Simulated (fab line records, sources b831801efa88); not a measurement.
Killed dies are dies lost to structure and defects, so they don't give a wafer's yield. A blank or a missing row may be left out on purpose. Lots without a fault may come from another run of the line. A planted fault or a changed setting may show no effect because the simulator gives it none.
Which tool did it? | flow gf180mcu | 12 lots, 36 wafers sampled, at 6 steps of a route of 602

WHAT THE GAUGES READ, wafer by wafer
GF_V2_THK_MEAS_01. Usual: V2_CVD_00_THK 602 nm, standard deviation 5.5.
lot  | measured     | on            | V2_CVD_00_THK (nm) | flag
L768 | day 19 02:19 | film_metro-04 | 597 595 599        |
L769 | day 19 08:30 | film_metro-04 | 602 597 604        |
L773 | day 21 02:45 | film_metro-04 | 599 593 592        |
L775 | day 21 22:55 | film_metro-01 | 601 597 608        |
L777 | day 22 16:19 | film_metro-02 | 609 604 606        |
L778 | day 23 02:45 | film_metro-01 | 613 607 607        |
L781 | day 24 06:22 | film_metro-02 | 598 598 599        |
L783 | day 24 18:50 | film_metro-01 | 606 596 598        |
L788 | day 26 08:53 | film_metro-04 | 601 600 601        |
L789 | day 26 11:04 | film_metro-01 | 603 604 594        |
L790 | day 26 18:23 | film_metro-04 | 591 590 591        |
L791 | day 27 04:23 | film_metro-04 | 598 597 595        |

GF_V2_OVL_MEAS_15. Usual: V2_OVL -3 nm, standard deviation 5.5.
lot  | measured     | on         | V2_OVL (nm) | flag
L768 | day 20 02:38 | overlay-01 | -2 1 4      |
L769 | day 20 09:23 | overlay-02 | -5 -5 -4    |
L773 | day 22 03:22 | overlay-01 | -7 -6 -4    |
L775 | day 22 22:50 | overlay-02 | 2 13 11     |
L777 | day 23 16:07 | overlay-02 | 2 6 10      |
L778 | day 24 01:29 | overlay-02 | 1 -3 0      |
L781 | day 25 05:05 | overlay-02 | -8 -6 -9    |
L783 | day 25 17:28 | overlay-02 | -8 -12 -12  |
L788 | day 27 05:47 | overlay-01 | -7 -6 -2    |
L789 | day 27 07:56 | overlay-01 | -10 -2 -6   |
L790 | day 27 15:16 | overlay-01 | -6 -8 -6    |
L791 | day 28 00:46 | overlay-01 | -5 -4 -2    |

GF_M3_RS_MEAS_05: measures by four-point-probe. Usual: M3_ALCU_RS 0.0696 ohm/sq, standard deviation 0.00081.
lot  | measured     | on            | M3_ALCU_RS (ohm/sq)  | flag
L768 | day 20 04:17 | film_metro-01 | 0.0704 0.0702 0.0703 |
L769 | day 20 11:02 | film_metro-03 | 0.0705 0.0694 0.0695 |
L773 | day 22 04:59 | film_metro-04 | 0.0702 0.0698 0.0693 |
L775 | day 23 00:31 | film_metro-04 | 0.0791 0.0686 0.0797 | OFF
L777 | day 23 17:44 | film_metro-04 | 0.0702 0.0801 0.0697 | OFF
L778 | day 24 03:06 | film_metro-03 | 0.0693 0.0686 0.0685 |
L781 | day 25 06:44 | film_metro-03 | 0.0690 0.0701 0.0696 |
L783 | day 25 19:07 | film_metro-04 | 0.0697 0.0704 0.0705 |
L788 | day 27 07:24 | film_metro-01 | 0.0698 0.0696 0.0706 |
L789 | day 27 09:34 | film_metro-03 | 0.0692 0.0695 0.0697 |
L790 | day 27 17:06 | film_metro-01 | 0.0689 0.0682 0.0695 |
L791 | day 28 02:25 | film_metro-01 | 0.0696 0.0692 0.0691 |

GF_M3_THK_MEAS_06: measures by xrf. Usual: M3_ALCU_THK 446 nm, standard deviation 5.3.
lot  | measured     | on            | M3_ALCU_THK (nm) | flag
L768 | day 20 04:23 | film_metro-01 | 442 443 439      |
L769 | day 20 11:10 | film_metro-03 | 440 446 447      |
L773 | day 22 05:06 | film_metro-04 | 442 443 447      |
L775 | day 23 00:38 | film_metro-04 | 399 453 395      | OFF
L777 | day 23 17:51 | film_metro-04 | 438 395 443      | OFF
L778 | day 24 03:13 | film_metro-03 | 448 451 452      |
L781 | day 25 06:50 | film_metro-03 | 451 447 446      |
L783 | day 25 19:12 | film_metro-04 | 449 443 440      |
L788 | day 27 07:31 | film_metro-01 | 446 447 440      |
L789 | day 27 09:40 | film_metro-03 | 446 447 444      |
L790 | day 27 17:13 | film_metro-01 | 450 454 447      |
L791 | day 28 02:32 | film_metro-01 | 447 452 454      |

WHICH TOOL RAN EACH LOT (tool, then ch and the chambers of the sampled wafers, then the start)
lot  | GF_V2_SPUTTER_22             | GF_M3_SPUTTER_02
L768 | pvd_sputter-02, day 20 03:25 | pvd_sputter-03, day 20 04:10
L769 | pvd_sputter-02, day 20 10:11 | pvd_sputter-03, day 20 10:57
L773 | pvd_sputter-01, day 22 04:08 | pvd_sputter-02, day 22 04:53
L775 | pvd_sputter-02, day 22 23:35 | pvd_sputter-02, day 23 00:20
L777 | pvd_sputter-03, day 23 16:53 | pvd_sputter-02, day 23 17:38
L778 | pvd_sputter-02, day 24 02:15 | pvd_sputter-04, day 24 03:01
L781 | pvd_sputter-01, day 25 05:50 | pvd_sputter-04, day 25 06:36
L783 | pvd_sputter-02, day 25 18:12 | pvd_sputter-04, day 25 18:58
L788 | pvd_sputter-02, day 27 06:33 | pvd_sputter-02, day 27 07:19
L789 | pvd_sputter-01, day 27 08:41 | pvd_sputter-04, day 27 09:26
L790 | pvd_sputter-01, day 27 16:04 | pvd_sputter-02, day 27 17:01
L791 | pvd_sputter-02, day 28 01:34 | pvd_sputter-04, day 28 02:19
- GF_V2_SPUTTER_22: material TiN, target thk 10 nm, time 40 s.
- GF_M3_SPUTTER_02: material AlCu, target thk 450 nm, time 23.9 s.

WHAT THE TOOLS THEMSELVES READ (means of the sampled wafers that have a number; where no wafer has one, the mark that the record gives instead)
GF_V2_SPUTTER_22. Usual: throttle_valve_pct 30.1 %, standard deviation 1.3.
lot  | tool           | throttle_valve_pct (%) | flag
L768 | pvd_sputter-02 | 31.0                   |
L769 | pvd_sputter-02 | 31.1                   |
L773 | pvd_sputter-01 | 29.7                   |
L775 | pvd_sputter-02 | 30.2                   |
L777 | pvd_sputter-03 | 31.2                   |
L778 | pvd_sputter-02 | 30.5                   |
L781 | pvd_sputter-01 | 28.5                   |
L783 | pvd_sputter-02 | 30.3                   |
L788 | pvd_sputter-02 | 31.1                   |
L789 | pvd_sputter-01 | 28.4                   |
L790 | pvd_sputter-01 | 29.5                   |
L791 | pvd_sputter-02 | 30.7                   |

GF_M3_SPUTTER_02. Usual: throttle_valve_pct 30.4 %, standard deviation 0.93.
lot  | tool           | throttle_valve_pct (%) | flag
L768 | pvd_sputter-03 | 30.3                   |
L769 | pvd_sputter-03 | 31.1                   |
L773 | pvd_sputter-02 | 30.3                   |
L775 | pvd_sputter-02 | 30.1                   |
L777 | pvd_sputter-02 | 30.5                   |
L778 | pvd_sputter-04 | 30.2                   |
L781 | pvd_sputter-04 | 29.2                   |
L783 | pvd_sputter-04 | 30.3                   |
L788 | pvd_sputter-02 | 31.0                   |
L789 | pvd_sputter-04 | 30.6                   |
L790 | pvd_sputter-02 | 31.1                   |
L791 | pvd_sputter-04 | 29.6                   |

THE ANSWER, worked out from the rows above alone
Rule: a lot is off if the mean of its wafers that have a number lies more than 3 standard deviations from the usual mean. A lot without any number at a reading at which 4 lots or more have one is off too. The other lots that the step has rows for count as sound. The gauges are gone through in route order, then the tools' own readings, and for those a lot's mean is taken as printed above. The first step at which some lot is off is used, and at that step the reading that is off furthest; a lot without a number counts as furthest.
Off: L775, L777, at GF_M3_RS_MEAS_05 (M3_ALCU_RS).
A tool fits if, at a process step before that reading, it ran every lot that is off, and no sound lot after the first of them. The gauges at GF_M3_RS_MEAS_05 are tried like those tools. None of those tried fits.

WHAT THE SIMULATOR HAD PUT IN
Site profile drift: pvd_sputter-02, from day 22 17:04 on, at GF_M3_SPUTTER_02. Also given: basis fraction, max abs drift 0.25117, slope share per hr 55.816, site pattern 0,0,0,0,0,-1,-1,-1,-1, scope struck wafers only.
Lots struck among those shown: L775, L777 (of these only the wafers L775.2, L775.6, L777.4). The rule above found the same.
